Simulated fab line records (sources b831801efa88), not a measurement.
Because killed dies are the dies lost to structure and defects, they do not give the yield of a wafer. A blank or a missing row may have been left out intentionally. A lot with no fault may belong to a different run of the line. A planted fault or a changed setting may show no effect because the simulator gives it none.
fab line records	flow sky130
record lots=9	wafers=26	lastDay=50
route steps=708 shown METAL2@484 VIA4@657 METAL5@662
lots that met no fault: from a run of the same line without faults
startH: hours from the record's first day to the start of the lot's first wafer shown	waitH: hours since the lot's step before	" identical to the entry in the row above	L1.1+2: one row covering several wafers at once	- value missing, or start not given	* or withheld: withheld	< > ~ a bound
route shown NAME@n: NAME is a module with steps in the file, n the number in the route of the first one	usual: mean and standard deviation over wafers with no fault	same: alike in all rows	chamber/n: place in a boat	sites: the reading at each site	_std_site: their standard deviation	_edge_site: mean of outer sites minus mean of inner sites	radiusMm: how far each site lies from the wafer's centre	mask NAME#n: copy n	behind: the last tool/chamber to shape the wafer	hold: cause of the lot's hold/its duration in hours/its outcome	device: the n, p or np transistor that did not switch	end of line: the tests these same wafers got at the end of their route	a step with no rows: only its recipe	killed: not the wafer's yield, but the dies lost to structure and defects at the first sort	map: the dies of a wafer, with x for killed, . for not killed, _ for no die there
set.NAME: the run value of the setting; set.NAME@STEP: its run value at that earlier step	model.NAME: the simulator's own value behind a step, which no gauge read
one table for each step of the route and one row for each wafer, over a sample of lots
services: from which hour (startH, from the record's first day; less than 0 if before it) a tool's chamber was out of use, for how many hours, and why
## steps
# step SKY_METAL2_SPUTTER_01
# recipe material=TiN	targetThkNm=20	powerW=6500	timeS=16.7	chamberPressurePa=0.4
# usual cathodeDcPowerW=6499.9/1.1	throttleValvePct=29.8/0.95
lot.wafer	tool	chamber	startH	waitH	cathodeDcPowerW	throttleValvePct
L841.1	pvdSputter-04	-	803.22	0.0	6502.5	29.8
L841.2	"	-	"	"	6499.0	29.6
L841.3	"	-	"	"	6499.9	31.6
L843.4	pvdSputter-04	-	807.79	0.0	6499.7	29.1
L843.5	"	-	"	"	6499.3	29.2
L843.6	"	-	"	"	6499.2	29.6
L848.2	pvdSputter-01	-	849.25	0.0	6500.6	30.4
L848.4	"	-	"	"	6499.1	30.2
L853.1	pvdSputter-03	-	896.36	0.0	6500.4	29.3
L853.3	"	-	"	"	6500.4	29.4
L853.5	"	-	"	"	6499.9	28.0
L857.1	pvdSputter-03	-	918.50	0.0	6500.3	29.4
L857.2	"	-	"	"	6500.3	28.4
L857.5	"	-	"	"	6499.6	30.8
L861.1	pvdSputter-04	-	936.19	0.0	6498.7	29.3
L861.5	"	-	"	"	6499.1	29.7
L861.6	"	-	"	"	6500.9	30.1
L862.3	pvdSputter-04	-	949.09	0.0	6502.7	30.0
L862.4	"	-	"	"	6500.0	31.5
L862.5	"	-	"	"	6501.0	29.4
L863.1	pvdSputter-03	-	953.06	0.0	6501.2	30.6
L863.2	"	-	"	"	6500.0	29.4
L863.4	"	-	"	"	6500.5	29.1
L864.2	pvdSputter-03	-	960.72	0.0	6497.8	30.7
L864.4	"	-	"	"	6500.1	30.8
L864.6	"	-	"	"	6498.9	27.9
# step SKY_VIA4_CVD_18
# recipe material=W	targetThkNm=505	timeS=152.14	tempC=400	pressureTorr=40
# usual heaterPowerW=873/100	susceptorTempC=400.02/0.22
lot.wafer	tool	chamber	startH	waitH	heaterPowerW	sinceWetCleanH	susceptorTempC
L841.1	cvdW-02	0	1014.57	0.0	783	611	399.62
L841.2	"	1	"	"	768	611	399.99
L841.3	"	1	"	"	786	-	399.83
L843.4	cvdW-02	1	1017.42	0.1	807	-	399.73
L843.5	"	0	"	"	771	-	400.25
L843.6	"	1	"	"	795	-	399.97
L848.2	cvdW-02	1	1052.11	0.0	787	648	400.13
L848.4	"	1	"	"	775	-	399.76
L853.1	cvdW-01	0	1091.12	0.0	926	173	400.38
L853.3	"	0	"	"	908	-	400.14
L853.5	"	1	"	"	1063	-	400.19
L857.1	cvdW-01	1	1108.26	0.0	1057	190	399.91
L857.2	"	0	"	"	912	190	399.93
L857.5	"	0	"	"	909	-	400.09
L861.1	cvdW-01	0	1121.04	0.0	907	203	399.80
L861.5	"	1	"	"	1038	-	400.10
L861.6	"	0	"	"	923	-	399.69
L862.3	cvdW-01	1	1133.46	0.1	1024	-	400.20
L862.4	"	0	"	"	914	-	400.05
L862.5	"	0	"	"	934	-	399.94
L863.1	cvdW-01	0	1136.31	0.0	913	218	400.11
L863.2	"	1	"	"	1052	218	400.09
L863.4	"	0	"	"	937	-	399.91
L864.2	cvdW-02	1	1141.98	0.0	805	738	400.08
L864.4	"	0	"	"	793	-	400.23
L864.6	"	1	"	"	802	-	400.02
# step SKY_VIA4_RS_MEAS_19
# recipe thkMeasGauge=four-point-probe	reads=W_of_VIA4_CVD_18+TiN_of_VIA4_SPUTTER_17
# usual VIA4_W_RS=0.2267/0.0023
lot.wafer	tool	chamber	startH	waitH	VIA4_W_RS[ohm/sq]
L841.1	filmMetro-03	-	1014.72	0.1	0.2239
L841.2	"	-	"	"	0.2280
L841.3	"	-	"	"	0.2255
L843.4	filmMetro-02	-	1017.58	0.1	0.2259
L843.5	"	-	"	"	0.2240
L843.6	"	-	"	"	0.2294
L848.2	filmMetro-01	-	1052.28	0.1	0.2266
L848.4	"	-	"	"	0.1634
L853.1	filmMetro-02	-	1091.27	0.1	0.2274
L853.3	"	-	"	"	0.2267
L853.5	"	-	"	"	0.2291
L857.1	filmMetro-01	-	1108.41	0.1	0.2294
L857.2	"	-	"	"	0.2251
L857.5	"	-	"	"	0.2267
L861.1	filmMetro-03	-	1121.19	0.1	0.2268
L861.5	"	-	"	"	0.2266
L861.6	"	-	"	"	0.2287
L862.3	filmMetro-02	-	1133.60	0.1	0.2284
L862.4	"	-	"	"	0.2257
L862.5	"	-	"	"	0.2268
L863.1	filmMetro-03	-	1136.46	0.1	0.2309
L863.2	"	-	"	"	0.2307
L863.4	"	-	"	"	0.2330
L864.2	filmMetro-03	-	1142.15	0.1	0.2254
L864.4	"	-	"	"	0.2246
L864.6	"	-	"	"	0.2281
# step SKY_VIA4_THK_MEAS_20
# recipe thkMeasGauge=xrf	reads=W_of_VIA4_CVD_18
# usual VIA4_W_THK=506/7.5
lot.wafer	tool	chamber	startH	waitH	VIA4_W_THK[nm]
L841.1	filmMetro-03	-	1014.84	0.1	511
L841.2	"	-	"	"	503
L841.3	"	-	"	"	506
L843.4	filmMetro-02	-	1017.67	0.1	508
L843.5	"	-	"	"	515
L843.6	"	-	"	"	503
L848.2	filmMetro-01	-	1052.39	0.1	508
L848.4	"	-	"	"	710
L853.1	filmMetro-02	-	1091.39	0.1	499
L853.3	"	-	"	"	501
L853.5	"	-	"	"	497
L857.1	filmMetro-01	-	1108.53	0.1	503
L857.2	"	-	"	"	515
L857.5	"	-	"	"	511
L861.1	filmMetro-03	-	1121.31	0.1	508
L861.5	"	-	"	"	509
L861.6	"	-	"	"	502
L862.3	filmMetro-02	-	1133.70	0.1	499
L862.4	"	-	"	"	507
L862.5	"	-	"	"	503
L863.1	filmMetro-03	-	1136.58	0.1	497
L863.2	"	-	"	"	493
L863.4	"	-	"	"	489
L864.2	filmMetro-03	-	1142.26	0.1	506
L864.4	"	-	"	"	509
L864.6	"	-	"	"	497
# step SKY_VIA4_CMP_21
# recipe stopOn=SiO2	tOverpolishS=25	downForcePsi=3.5	platenRpm=60	targetThkNm=0	padVelocityMS=0.94248
# usual edgeZonePressureFrac=0.999/0.0049	headPressurePsi=3.499/0.008	motorCurrentA=10.7/1	slurryFlowMlMin=149.9/0.45	timeToEndpointS=121/4.4
lot.wafer	tool	chamber	startH	waitH	edgeZonePressureFrac	headPressurePsi	motorCurrentA	slurryFlowMlMin	timeToEndpointS
L841.1	cmp-02	1	1014.90	0.1	1.008	3.504	10.4	150.0	118
L841.2	"	2	"	"	0.998	3.495	11.2	150.1	116
L841.3	"	0	"	"	1.000	3.483	9.8	149.3	123
L843.4	cmp-02	1	1017.75	0.1	1.005	3.505	10.3	150.1	114
L843.5	"	0	"	"	0.999	3.500	10.2	149.4	121
L843.6	"	1	"	"	0.999	3.496	10.2	149.9	115
L848.4	cmp-01	3	1052.54	0.1	1.002	3.491	12.7	150.0	171
L848.2	"	0	"	"	1.011	3.488	11.7	149.6	126
L853.1	cmp-02	3	1091.49	0.1	1.000	3.505	9.4	149.1	119
L853.3	"	1	"	"	1.001	3.497	10.4	149.5	129
L853.5	"	0	"	"	1.003	3.513	10.0	150.1	124
L857.1	cmp-01	1	1108.69	0.1	0.992	3.500	10.0	150.2	117
L857.2	"	2	"	"	1.002	3.509	10.1	150.1	126
L857.5	"	0	"	"	0.995	3.489	12.3	150.4	126
L861.1	cmp-01	1	1121.42	0.1	0.988	3.496	10.0	149.2	115
L861.6	"	1	"	"	0.995	3.502	9.2	148.8	115
L861.5	"	2	"	"	1.000	3.496	9.8	150.3	122
L862.4	cmp-02	0	1133.79	0.1	0.998	3.488	9.7	149.8	129
L862.3	"	2	"	"	0.993	3.503	11.4	149.5	123
L862.5	"	3	"	"	0.997	3.504	9.7	149.7	121
L863.4	cmp-02	0	1136.64	0.0	1.004	3.514	10.0	149.6	123
L863.2	"	1	"	"	1.003	3.501	10.4	149.7	127
L863.1	"	3	"	"	1.000	3.496	10.0	150.5	119
L864.4	cmp-02	0	1142.31	0.0	1.001	3.490	10.2	150.0	126
L864.2	"	3	"	"	1.010	3.497	10.4	150.1	119
L864.6	"	1	"	"	0.992	3.504	10.4	150.3	120
# step SKY_METAL5_SPUTTER_01
# recipe material=TiN	targetThkNm=20	powerW=6500	timeS=16.7	chamberPressurePa=0.4
# usual cathodeDcPowerW=6500.1/1.1	throttleValvePct=30.0/0.81
lot.wafer	tool	chamber	startH	waitH	cathodeDcPowerW	throttleValvePct
L841.1	pvdSputter-03	-	1015.22	0.0	6499.7	29.3
L841.2	"	-	"	"	6500.0	29.5
L841.3	"	-	"	"	6500.9	31.0
L843.4	pvdSputter-04	-	1018.03	0.0	6500.8	31.3
L843.5	"	-	"	"	6499.7	29.4
L843.6	"	-	"	"	6500.6	30.3
L848.2	pvdSputter-01	-	1052.76	0.0	6497.7	30.8
L848.4	"	-	"	"	6500.3	30.3
L853.1	pvdSputter-04	-	1091.81	0.0	6497.7	29.5
L853.3	"	-	"	"	6501.0	29.8
L853.5	"	-	"	"	6499.8	29.5
L857.1	pvdSputter-03	-	1108.91	0.0	6501.7	29.2
L857.2	"	-	"	"	6501.3	28.2
L857.5	"	-	"	"	6498.1	28.5
L861.1	pvdSputter-03	-	1121.74	0.0	6499.9	30.6
L861.5	"	-	"	"	6501.6	30.0
L861.6	"	-	"	"	6497.8	27.9
L862.3	pvdSputter-03	-	1134.06	0.0	6501.5	29.2
L862.4	"	-	"	"	6500.5	28.3
L862.5	"	-	"	"	6499.5	29.6
L863.1	pvdSputter-01	-	1136.96	0.0	6500.3	30.0
L863.2	"	-	"	"	6500.4	30.1
L863.4	"	-	"	"	6498.3	30.3
L864.2	pvdSputter-04	-	1142.64	0.0	6499.6	29.6
L864.4	"	-	"	"	6498.6	29.6
L864.6	"	-	"	"	6499.6	29.6
# step SKY_METAL5_DESCUM_14
# recipe chemistry=O2	sourcePowerW=150	biasPowerW=0	pressureMtorr=10	tempC=40	timeS=11
# usual drypumpMotorCurrentA=5.7/0.61	oesProductAu=1.002/0.0079
lot.wafer	tool	chamber	startH	waitH	drypumpMotorCurrentA	oesProductAu	rfHoursCounterH
L841.1	rieMetal-01	0	1037.69	0.1	4.9	1.006	18
L841.2	"	1	"	"	5.7	0.997	17
L841.3	"	0	"	"	4.9	1.010	-
L843.4	rieMetal-01	0	1039.55	0.1	4.9	1.008	-
L843.5	"	1	"	"	5.7	0.996	-
L843.6	"	0	"	"	4.9	1.017	-
L848.2	rieMetal-02	0	1074.14	0.1	6.0	1.007	7
L848.4	"	0	"	"	6.0	0.996	-
L853.1	rieMetal-01	1	1112.17	0.1	5.7	1.004	22
L853.3	"	1	"	"	5.7	0.997	-
L853.5	"	1	"	"	5.7	0.997	-
L857.1	rieMetal-01	1	1128.28	0.1	5.7	1.005	24
L857.2	"	0	"	"	4.9	1.011	26
L857.5	"	1	"	"	5.8	1.003	-
L861.1	rieMetal-02	1	1140.79	0.1	6.3	1.011	16
L861.5	"	1	"	"	6.4	1.002	-
L861.6	"	0	"	"	6.0	1.005	-
L862.3	rieMetal-01	1	1152.39	0.1	5.7	1.001	-
L862.4	"	0	"	"	4.9	1.010	-
L862.5	"	1	"	"	5.7	1.003	-
L863.1	rieMetal-04	0	1154.73	0.1	6.1	0.999	14
L863.2	"	1	"	"	6.7	1.004	23
L863.4	"	1	"	"	6.8	1.004	-
L864.2	rieMetal-04	1	1160.52	0.1	6.8	0.996	24
L864.4	"	1	"	"	6.8	1.006	-
L864.6	"	0	"	"	6.1	1.001	-
## services
tool	chamber	startH	hours	kind
cvdW-02	-	830.98	1.4	repair
rieMetal-01	-	852.71	0.6	repair
cmp-02	-	857.00	0.8	repair
rieMetal-01	1	891.75	7.3	repair
cvdW-01	-	904.00	14.0	pm
cmp-02	-	912.00	4.0	pm
pvdSputter-04	-	931.62	4.3	repair
cvdW-02	-	940.44	0.8	repair
pvdSputter-03	-	969.41	24.1	repair
cmp-02	-	991.63	1.6	repair
cmp-02	-	995.96	5.6	repair
cmp-02	-	1005.46	4.9	pm
cmp-02	-	1026.25	1.8	repair
pvdSputter-04	-	1042.56	3.5	repair
rieMetal-01	-	1045.68	0.2	repair
cvdW-01	-	1062.40	14.6	pm
cmp-02	-	1111.62	2.1	repair
pvdSputter-03	-	1115.12	3.4	repair
pvdSputter-04	-	1129.60	3.5	repair
pvdSputter-03	-	1136.29	9.7	repair
pvdSputter-03	-	1137.31	2.6	repair
cvdW-01	0	1141.43	35.6	repair
cmp-02	-	1151.65	4.2	pm
cmp-02	-	1158.10	0.3	repair
## key
firstSign step=SKY_VIA4_RS_MEAS_19	reading=VIA4_W_RS	direction=down	sigmas=27	usual=0.2267	struck=0.1634
effect step=SKY_VIA4_THK_MEAS_20	reading=VIA4_W_THK	direction=up	sigmas=27	usual=506	struck=710
effect step=SKY_VIA4_CMP_21	reading=timeToEndpointS	direction=up	sigmas=11	usual=*	struck=*
metAt SKY_VIA4_CVD_18
struckLots L848
struckWafers L848.4
notActingAt SKY_METAL2_SPUTTER_01,SKY_METAL5_SPUTTER_01,SKY_METAL5_DESCUM_14
onsetBetween 1017.42 1052.11
fault kind=processParameterDrift	tool=cvdW-02	chamber=-	onsetH=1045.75	steps=SKY_VIA4_CVD_18	channel=targetThkNm	offset=193.01	shape=step	endH=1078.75	scope=struckWafersOnly	actsIn=theseRecipesOnly	stated=505
